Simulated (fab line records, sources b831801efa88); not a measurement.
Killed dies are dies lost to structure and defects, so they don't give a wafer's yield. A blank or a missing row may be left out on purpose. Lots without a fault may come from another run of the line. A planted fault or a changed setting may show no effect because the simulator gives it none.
fab line records | flow gf180mcu
record lots=15 wafers=45 last_day=34
route steps=602 shown DNWELL@41 LVPWELL@61 DUAL_GATE@149 POLY_GATE@167
lots that met no fault: from a run of the same line without faults
start_h: hours from the record's first day to the start of the lot's first wafer shown | wait_h: hours since the lot's step before | " the same as in the row above | L1.1+2: a row that stands for several wafers | - no value, or no start given | * or withheld: withheld | < > ~ a bound
route shown NAME@n: a module of which the file shows steps, and the number in the route of the first | usual: mean/standard deviation of fault-free wafers | same: alike in all rows | chamber/n: place in a boat | sites: the reading at each site | _std_site: their standard deviation | _edge_site: outer sites' mean less inner sites' | radius_mm: how far each site lies from the wafer's centre | mask NAME#n: copy n | behind: the tool/chamber that last shaped the wafer | hold: why the lot was held/for how many hours/how that ended | device: the transistor (n, p or np) that didn't switch | end of line: the same wafers' tests at the end of the route | a step without rows: its recipe alone | killed: dies lost to structure and defects at the first sort, not the wafer's yield | map: a wafer's dies, x killed, . not, _ none there
set.NAME: the setting as run; set.NAME@STEP: as run at that earlier step | model.NAME: the simulator's own value behind a step, which no gauge read
steps of the route over a sample of lots; a table a step, a row a wafer
services: from which hour (start_h, from the record's first day; less than 0 if before it) a tool's chamber was out of use, for how many hours, and why
## steps
# step GF_DNWELL_TW_MEAS_09
# usual DNWELL_TW=1357/11
# columns lot.wafer tool chamber start_h wait_h DNWELL_TW
L338.1 film_metro-02 - 44.10 0.1 1356
L338.2 " - " " 1359
L338.5 " - " " 1354
L339.1 film_metro-02 - 47.37 0.1 1354
L339.4 " - " " 1354
L339.6 " - " " 1352
L341.1 film_metro-02 - 59.03 0.1 1358
L341.3 " - " " 1355
L341.5 " - " " 1363
L342.2 film_metro-02 - 63.34 0.1 1360
L342.3 " - " " 1363
L342.5 " - " " 1360
L343.1 film_metro-02 - 69.25 0.1 1365
L343.3 " - " " 1363
L343.6 " - " " 1368
L345.2 film_metro-02 - 86.69 0.1 1347
L345.3 " - " " 1352
L345.4 " - " " 1351
L346.2 film_metro-01 - 88.38 0.1 1333
L346.5 " - " " 1341
L346.6 " - " " 1336
L347.1 film_metro-02 - 91.43 0.1 1353
L347.3 " - " " 1357
L347.4 " - " " 1361
L348.1 film_metro-01 - 97.40 0.1 1336
L348.2 " - " " 1331
L348.3 " - " " 1330
L356.2 film_metro-02 - 137.51 0.1 1359
L356.5 " - " " 1366
L356.6 " - " " 1366
L357.1 film_metro-01 - 144.73 0.1 1355
L357.5 " - " " 1347
L357.6 " - " " 1346
L358.2 film_metro-02 - 148.83 0.1 1356
L358.3 " - " " 1352
L358.5 " - " " 1360
L359.1 film_metro-02 - 154.33 0.1 1356
L359.2 " - " " 1357
L359.6 " - " " 1355
L360.3 film_metro-02 - 159.39 0.1 1372
L360.4 " - " " 1372
L360.5 " - " " 1368
L361.2 film_metro-03 - 166.08 0.1 1367
L361.4 " - " " 1364
L361.6 " - " " 1366
# step GF_LVPWELL_OVL_MEAS_07
# usual LVPWELL_OVL=0.4/1.5
# columns lot.wafer tool chamber start_h wait_h LVPWELL_OVL[nm]
L338.1 overlay-02 - 70.25 - 1.3
L338.2 " - " " 0.6
L338.5 " - " " 1.2
L339.1 overlay-02 - 72.42 - -0.8
L339.4 " - " " 1.8
L339.6 " - " " 1.2
L341.1 overlay-02 - 85.52 - 0.5
L341.3 " - " " 0.6
L341.5 " - " " -0.1
L342.2 overlay-01 - 89.83 - 0.5
L342.3 " - " " 0.3
L342.5 " - " " 0.7
L343.1 overlay-02 - 96.50 - 1.8
L343.3 " - " " 1.0
L343.6 " - " " -0.4
L345.2 overlay-02 - 115.78 - -1.5
L345.3 " - " " 0.6
L345.4 " - " " 1.0
L346.2 overlay-02 - 117.33 - 0.3
L346.5 " - " " -0.9
L346.6 " - " " 0.9
L347.1 overlay-01 - 120.22 - -0.7
L347.3 " - " " 0.3
L347.4 " - " " -1.6
L348.1 overlay-02 - 125.62 - 0.6
L348.2 " - " " 0.6
L348.3 " - " " 2.4
L356.2 overlay-02 - 169.53 - 1.3
L356.5 " - " " 0.3
L356.6 " - " " -0.2
L357.1 overlay-02 - 177.17 - 2.7
L357.5 " - " " 1.1
L357.6 " - " " 1.7
L358.2 overlay-01 - 186.53 - 1.6
L358.3 " - " " -0.6
L358.5 " - " " -1.3
L359.1 overlay-02 - 187.47 - 0.4
L359.2 " - " " 0.9
L359.6 " - " " -0.5
L360.3 overlay-01 - 192.38 - 1.1
L360.4 " - " " -0.4
L360.5 " - " " 1.0
L361.2 overlay-01 - 199.15 - -0.7
L361.4 " - " " 0.7
L361.6 " - " " -0.1
# step GF_DUAL_GATE_EXPOSE_08
# recipe mask_id=Dualgate target_cd_nm=700 na=0.6 source_shape=conventional sigma_outer=0.6 dose_mj=140
# usual exposure_dose_mJ_cm2=140.02/0.14 focus_offset_nm=0.0/0.51
# columns lot.wafer tool chamber start_h wait_h mask exposure_dose_mJ_cm2 focus_offset_nm
L338.1 iline_stepper-01 0 168.42 - Dualgate#0 140.03 0.0
L338.2 " 0 " " Dualgate#0 140.09 -0.8
L338.5 " 0 " " Dualgate#0 140.05 -0.1
L339.1 iline_stepper-02 0 172.50 - Dualgate#0 140.04 0.1
L339.4 " 0 " " Dualgate#0 140.14 0.1
L339.6 " 0 " " Dualgate#0 140.08 0.2
L341.1 iline_stepper-01 0 190.55 - Dualgate#0 140.15 -0.3
L341.3 " 0 " " Dualgate#0 139.99 -0.4
L341.5 " 0 " " Dualgate#0 140.03 -0.2
L342.2 iline_stepper-01 0 195.64 - Dualgate#0 140.07 -0.8
L342.3 " 0 " " Dualgate#0 140.06 -0.9
L342.5 " 0 " " Dualgate#0 139.76 0.1
L343.1 iline_stepper-02 0 201.09 - Dualgate#0 139.82 0.0
L343.3 " 0 " " Dualgate#0 140.16 0.1
L343.6 " 0 " " Dualgate#0 140.02 0.5
L345.2 iline_stepper-01 0 225.84 - Dualgate#0 140.29 0.6
L345.3 " 0 " " Dualgate#0 139.79 1.0
L345.4 " 0 " " Dualgate#0 140.13 0.1
L346.2 iline_stepper-01 - 227.19 - Dualgate#0 - -
L346.5 " - " " Dualgate#0 - -
L346.6 " - " " Dualgate#0 - -
L347.1 iline_stepper-02 - 231.52 - Dualgate#0 - -
L347.3 " - " " Dualgate#0 - -
L347.4 " - " " Dualgate#0 - -
L348.1 iline_stepper-02 - 239.22 - Dualgate#0 - -
L348.2 " - " " Dualgate#0 - -
L348.3 " - " " Dualgate#0 - -
L356.2 iline_stepper-02 0 289.66 - Dualgate#0 139.96 1.2
L356.5 " 0 " " Dualgate#0 140.03 -0.1
L356.6 " 0 " " Dualgate#0 140.19 -0.1
L357.1 iline_stepper-01 0 301.15 - Dualgate#0 140.07 0.2
L357.5 " 0 " " Dualgate#0 140.04 -0.4
L357.6 " 0 " " Dualgate#0 139.90 -0.1
L358.2 iline_stepper-01 0 310.74 - Dualgate#0 139.95 0.7
L358.3 " 0 " " Dualgate#0 139.89 -0.6
L358.5 " 0 " " Dualgate#0 140.12 -0.2
L359.1 iline_stepper-02 0 313.89 - Dualgate#0 140.12 -0.1
L359.2 " 0 " " Dualgate#0 140.12 -0.2
L359.6 " 0 " " Dualgate#0 140.19 0.5
L360.3 iline_stepper-02 0 319.05 - Dualgate#0 140.04 0.4
L360.4 " 0 " " Dualgate#0 140.02 -0.1
L360.5 " 0 " " Dualgate#0 140.18 0.5
L361.2 iline_stepper-01 0 328.10 - Dualgate#0 139.73 0.7
L361.4 " 0 " " Dualgate#0 139.93 -0.7
L361.6 " 0 " " Dualgate#0 140.13 -0.3
# step GF_POLY_GATE_CD_MEAS_10
# recipe target_cd_nm=280
# usual cd_nm=280.2/1.1
# columns lot.wafer tool chamber start_h wait_h cd_nm
L338.1 cd_sem-02 - 196.88 0.1 279.3
L338.2 " - " " 278.4
L338.5 " - " " 279.1
L339.1 cd_sem-01 - 204.18 0.1 279.0
L339.4 " - " " 279.8
L339.6 " - " " 280.3
L341.1 cd_sem-02 - 219.42 0.1 279.6
L341.3 " - " " 278.8
L341.5 " - " " 279.3
L342.2 cd_sem-01 - 225.85 0.1 281.2
L342.3 " - " " 280.8
L342.5 " - " " 281.1
L343.1 cd_sem-02 - 231.38 0.1 279.3
L343.3 " - " " 279.3
L343.6 " - " " 279.5
L345.2 cd_sem-02 - 256.64 0.1 281.2
L345.3 " - " " 280.9
L345.4 " - " " 280.6
L356.2 cd_sem-01 - 323.94 0.1 280.8
L356.5 " - " " 278.5
L356.6 " - " " 280.4
L357.1 cd_sem-01 - 336.72 0.1 282.7
L357.5 " - " " 282.7
L357.6 " - " " 282.3
L358.2 cd_sem-01 - 347.39 0.1 280.1
L358.3 " - " " 280.3
L358.5 " - " " 279.8
L359.1 cd_sem-02 - 349.92 0.1 280.7
L359.2 " - " " 279.6
L359.6 " - " " 280.1
L360.3 cd_sem-01 - 354.30 0.1 279.0
L360.4 " - " " 278.7
L360.5 " - " " 278.8
L361.2 cd_sem-02 - 364.08 0.1 280.5
L361.4 " - " " 280.4
L361.6 " - " " 280.4
## services
# columns tool chamber start_h hours kind
iline_stepper-02 - 156.59 4.3 pm
iline_stepper-01 - 195.74 4.4 pm
iline_stepper-02 - 204.18 2.5 repair
iline_stepper-01 0 204.75 - calibration
iline_stepper-01 - 210.50 1.7 pm
iline_stepper-02 - 277.57 2.8 repair
iline_stepper-02 - 294.33 1.3 repair
iline_stepper-02 - 304.88 1.7 pm
## key
first_sign step=GF_DUAL_GATE_EXPOSE_08 reading=tool_record direction=missing
effect none on later readings
met_at GF_DUAL_GATE_EXPOSE_08
struck_lots L346,L347,L348
later_rows_left_out L346.2,L346.5,L346.6,L347.1,L347.3,L347.4,L348.1,L348.2,L348.3
sort_left_out L346.2,L346.5,L346.6,L347.1,L347.3,L347.4,L348.1,L348.2,L348.3
tester_left_out L346,L347,L348
not_acting_at GF_DNWELL_TW_MEAS_09,GF_LVPWELL_OVL_MEAS_07,GF_POLY_GATE_CD_MEAS_10
onset_between 225.84 227.19
fault kind=skipped_step_whole tool=iline_stepper-01,iline_stepper-02 chamber=- onset_h=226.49 steps=GF_DUAL_GATE_EXPOSE_08 scope=struck_lots_only
# tester_left_out: of these lots the tester's yield and bins aren't shown, on N5 and GAA mostly nor the transistor test; their killed dies are dies lost to structure and defects alone, not to doping, threshold or leakage, so they don't give the yield
# sort_left_out: the simulated sort isn't trusted on such a fault, so these wafers' sort isn't shown, and their yield isn't known
# later_rows_left_out: the simulator's readings of these wafers behind a module that went badly wrong aren't trusted and aren't shown, but for the sort
